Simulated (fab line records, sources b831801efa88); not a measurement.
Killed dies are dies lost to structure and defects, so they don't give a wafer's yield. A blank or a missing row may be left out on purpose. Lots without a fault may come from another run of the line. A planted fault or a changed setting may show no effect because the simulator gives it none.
One fault seen from 2 desks | flow sky130 | each desk has only its own numbers; what lay behind them comes last

THE TOOL OWNER'S DESK: rie_diel-04
The tool's own readings at SKY_VIA1_ETCH_14 (etches BARC in N2/H2, stops on SiO2, time 45.9 s, target depth 60 nm): means of the sampled wafers that have a number, for each lot that ran on this tool. A lot is out of limits, marked OUT, if its mean lies more than 4 standard deviations from the usual mean; the brackets give that distance.
Columns: A = drypump_motor_current_A at SKY_VIA1_ETCH_14, usual 5.8 A; B = oes_product_au at SKY_VIA1_ETCH_14, usual 0.855 a.u.; C = rf_fwd_power_W at SKY_VIA1_ETCH_14, usual 495.2 W; D = throttle_valve_pct at SKY_VIA1_ETCH_14, usual 13.224 %
lot  | first seen here | A   | B     | C     | D
L133 | day 35 17:16    | 5.7 | 0.852 | 495.9 | 13.226
L144 | day 39 04:56    | 5.7 | 0.855 | 496.0 | 13.220
L145 | day 39 15:56    | 5.7 | 0.855 | 495.8 | 13.224
L147 | day 39 21:56    | 5.7 | 0.853 | 497.2 | 13.230
This desk's finding: nothing out of limits on any of the 4 lots.

THE METROLOGY DESK
What the gauges read, lot by lot, whatever tool the lot ran on: means of the sampled wafers that have a number. A lot is out of limits, marked OUT, if its mean lies more than 4 standard deviations from the usual mean; the brackets give that distance.
Columns: A = VIA1_BOW at SKY_VIA1_BOW_MEAS_03, usual 79 um; B = cd_nm at SKY_VIA1_CD_MEAS_12, usual 150.0 nm; C = VIA1_OVL at SKY_VIA1_OVL_MEAS_13, usual -3 nm
lot  | first seen here | A  | B     | C
L133 | day 34 15:06    | 73 | 150.9 | 4
L144 | day 38 04:29    | 75 | 149.6 | -4
L145 | day 38 14:29    | 82 | 149.9 | 4
L147 | day 38 20:02    | 74 | 147.5 | -7
L149 | day 39 13:07    | 84 | 149.5 | 4
L151 | day 40 16:34    | 74 | 151.2 | -3
This desk's finding: nothing out of limits on any of the 6 lots.

PUT TOGETHER
The tool owner's desk saw nothing out of limits.
The metrology desk saw nothing out of limits.

WHAT THE SIMULATOR HAD PUT IN
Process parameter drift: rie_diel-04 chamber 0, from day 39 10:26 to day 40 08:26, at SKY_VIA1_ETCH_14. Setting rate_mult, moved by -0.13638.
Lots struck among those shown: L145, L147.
